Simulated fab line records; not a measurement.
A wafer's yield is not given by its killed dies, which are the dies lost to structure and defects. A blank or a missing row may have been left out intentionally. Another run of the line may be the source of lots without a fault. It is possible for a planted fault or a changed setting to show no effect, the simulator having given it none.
Which tool was responsible? + flow sky130 + 45 wafers from 15 lots sampled at 4 of the route's 708 steps

WHAT EACH GAUGE READ, for each wafer
SKY_POLY_GATE_OVL_MEAS_14.
| lot  | measured     | on         | POLY_GATE_OVL (nm) |
|------|--------------|------------|--------------------|
| L291 | day 16 18:26 | overlay-02 | 0 7 8              |
| L293 | day 17 06:15 | overlay-02 | -9 5 0             |
| L295 | day 18 02:37 | overlay-01 | -9 -10 -6          |
| L297 | day 18 18:35 | overlay-02 | -2 -10 -3          |
| L298 | day 18 18:49 | overlay-02 | 6 1 1              |
| L306 | day 21 19:03 | overlay-02 | -5 -3 -11          |
| L304 | day 21 19:20 | overlay-02 | 1 -6 1             |
| L305 | day 21 19:28 | overlay-01 | -2 -1 3            |
| L307 | day 22 04:50 | overlay-01 | -4 1 -8            |
| L309 | day 23 01:13 | overlay-01 | -1 -3 -2           |
| L308 | day 23 01:20 | overlay-02 | -1 -8 3            |
| L310 | day 23 10:31 | overlay-02 | 2 1 -4             |
| L312 | day 24 04:46 | overlay-02 | -1 -4 -7           |
| L314 | day 24 09:41 | overlay-01 | 3 2 4              |
| L313 | day 24 10:56 | overlay-02 | -2 -2 7            |

SKY_RES_XHIGH_TW_MEAS_09.
| lot  | measured     | on           | RES_XHIGH_TW   |
|------|--------------|--------------|----------------|
| L291 | day 26 23:31 | filmMetro-02 | 1619 1620 1624 |
| L293 | day 27 12:49 | filmMetro-01 | 1651 1658 1650 |
| L295 | day 28 12:14 | filmMetro-02 | 1635 1639 1640 |
| L297 | day 29 02:13 | filmMetro-04 | 1648 1647 1644 |
| L298 | day 29 01:38 | filmMetro-02 | 1613 1627 1605 |
| L306 | day 31 16:50 | filmMetro-02 | 30 30 29       |
| L304 | day 31 22:47 | filmMetro-02 | 30 30 30       |
| L305 | day 31 21:55 | filmMetro-04 | 30 30 30       |
| L307 | day 32 02:11 | filmMetro-04 | 1641 1653 1638 |
| L309 | day 32 19:43 | filmMetro-02 | 1616 1615 1612 |
| L308 | day 32 20:47 | filmMetro-01 | 1640 1644 1635 |
| L310 | day 33 02:58 | filmMetro-02 | 1614 1615 1620 |
| L312 | day 33 20:02 | filmMetro-01 | 1634 1629 1633 |
| L314 | day 34 00:45 | filmMetro-01 | 1636 1642 1641 |
| L313 | day 34 01:52 | filmMetro-02 | 1630 1618 1627 |

EACH LOT AND THE TOOL THAT RAN IT (in order: tool; ch and the chambers of the sampled wafers; start)
| lot  | SKY_SD_P_STRIP_10                   | SKY_RES_XHIGH_EXPOSE_04            |
|------|-------------------------------------|------------------------------------|
| L291 | plasmaAsher-01 ch 0,1, day 25 18:07 | ilineStepper-02 ch 0, day 26 08:56 |
| L293 | plasmaAsher-04 ch 0,1, day 26 08:01 | ilineStepper-01 ch 0, day 26 22:46 |
| L295 | plasmaAsher-04 ch 0,1, day 27 06:56 | ilineStepper-02 ch 0, day 27 22:08 |
| L297 | plasmaAsher-01 ch 0,1, day 27 21:26 | ilineStepper-01 ch 0, day 28 11:15 |
| L298 | plasmaAsher-02 ch 0,1, day 27 21:05 | ilineStepper-02 ch 0, day 28 11:01 |
| L306 | plasmaAsher-01 ch 0,1, day 30 13:26 | ilineStepper-01, day 31 02:47      |
| L304 | plasmaAsher-02 ch 0,1, day 30 18:56 | ilineStepper-01, day 31 08:59      |
| L305 | plasmaAsher-02 ch 0,1, day 30 18:26 | ilineStepper-01, day 31 08:02      |
| L307 | plasmaAsher-04 ch 0,1, day 30 21:59 | ilineStepper-02 ch 0, day 31 12:36 |
| L309 | plasmaAsher-01 ch 0,1, day 31 16:44 | ilineStepper-02 ch 0, day 32 05:32 |
| L308 | plasmaAsher-04 ch 1, day 31 17:41   | ilineStepper-02 ch 0, day 32 06:52 |
| L310 | plasmaAsher-01 ch 0,1, day 32 00:01 | ilineStepper-02 ch 0, day 32 13:47 |
| L312 | plasmaAsher-01 ch 0,1, day 32 17:02 | ilineStepper-02 ch 0, day 33 06:25 |
| L314 | plasmaAsher-04 ch 0,1, day 32 22:29 | ilineStepper-02 ch 0, day 33 11:14 |
| L313 | plasmaAsher-04 ch 0,1, day 32 23:17 | ilineStepper-01 ch 0, day 33 12:17 |
- SKY_SD_P_STRIP_10: strips in O2/N2.
- SKY_RES_XHIGH_EXPOSE_04: exposes mask URPM, target cd 1270 nm.

AS READ BY THE TOOLS THEMSELVES (means over the sampled wafers that have a number; for cases with no such wafer, the mark the record gives instead)
SKY_SD_P_STRIP_10.
| lot  | tool           | drypumpMotorCurrentA (A) | oesProductAu (a.u.) | stripTimeToEndpointS (s) |
|------|----------------|--------------------------|---------------------|--------------------------|
| L291 | plasmaAsher-01 | 5.1                      | 0.619               | 17.44                    |
| L293 | plasmaAsher-04 | 6.1                      | 0.616               | 17.49                    |
| L295 | plasmaAsher-04 | 6.3                      | 0.615               | 17.52                    |
| L297 | plasmaAsher-01 | 4.9                      | 0.617               | 17.49                    |
| L298 | plasmaAsher-02 | 5.4                      | 0.615               | 17.48                    |
| L306 | plasmaAsher-01 | 5.1                      | 0.618               | 17.47                    |
| L304 | plasmaAsher-02 | 5.7                      | 0.613               | 17.39                    |
| L305 | plasmaAsher-02 | 5.7                      | 0.616               | 17.53                    |
| L307 | plasmaAsher-04 | 6.1                      | 0.620               | 17.51                    |
| L309 | plasmaAsher-01 | 5.0                      | 0.618               | 17.43                    |
| L308 | plasmaAsher-04 | 5.8                      | 0.618               | 17.48                    |
| L310 | plasmaAsher-01 | 4.9                      | 0.618               | 17.42                    |
| L312 | plasmaAsher-01 | 5.0                      | 0.622               | 17.51                    |
| L314 | plasmaAsher-04 | 6.1                      | 0.620               | 17.53                    |
| L313 | plasmaAsher-04 | 6.1                      | 0.617               | 17.51                    |

SKY_RES_XHIGH_EXPOSE_04.
| lot  | tool            | exposureDoseMJCm2 | focusOffsetNm (nm) |
|------|-----------------|-------------------|--------------------|
| L291 | ilineStepper-02 | 140.00            | 0.7                |
| L293 | ilineStepper-01 | 140.14            | -0.2               |
| L295 | ilineStepper-02 | 139.87            | 1.0                |
| L297 | ilineStepper-01 | 140.08            | 0.7                |
| L298 | ilineStepper-02 | 139.94            | 0.2                |
| L306 | ilineStepper-01 | -                 | -                  |
| L304 | ilineStepper-01 | -                 | -                  |
| L305 | ilineStepper-01 | -                 | -                  |
| L307 | ilineStepper-02 | 140.04            | 0.3                |
| L309 | ilineStepper-02 | 140.17            | -0.1               |
| L308 | ilineStepper-02 | 140.10            | 0.3                |
| L310 | ilineStepper-02 | 140.06            | 0.2                |
| L312 | ilineStepper-02 | 139.98            | 0.3                |
| L314 | ilineStepper-02 | 139.95            | 0.3                |
| L313 | ilineStepper-01 | 140.04            | -0.1               |

THE ANSWER, worked out from the rows above alone
Rule: usual is defined by the lots themselves. Put in order of their means at a reading, lots are off if they are a third of the lots or fewer, leave a main group of 4 or more, and stand apart from it by a gap of 3 or more times the standard deviation of the main group's means; of several such gaps the widest counts. A main group is skipped when, at the precision printed for the reading in the tables above, its means are all equal. A lot without any number at a reading at which 4 lots or more have one is off too. The other lots that the step has rows for count as sound. Order of review: gauges by route order, followed by the tools' own readings, for which a lot's mean as printed above is used. The first step at which some lot is off is used, and at that step the reading that is off furthest; a lot without a number counts as furthest.
Off: L306, L304, L305, at SKY_RES_XHIGH_TW_MEAS_09 (RES_XHIGH_TW). The main group has a mean of 1632 with a standard deviation of 13.
A tool fits if, at a process step before that reading, it ran every lot that is off, and no sound lot after the first of them. Not tried: the gauges at SKY_RES_XHIGH_TW_MEAS_09; whatever is off there is also off at SKY_RES_XHIGH_EXPOSE_04, on other tools, and gauge error can't account for it. No candidate that was tried fits.

WHAT HAD BEEN PUT IN BY THE SIMULATOR
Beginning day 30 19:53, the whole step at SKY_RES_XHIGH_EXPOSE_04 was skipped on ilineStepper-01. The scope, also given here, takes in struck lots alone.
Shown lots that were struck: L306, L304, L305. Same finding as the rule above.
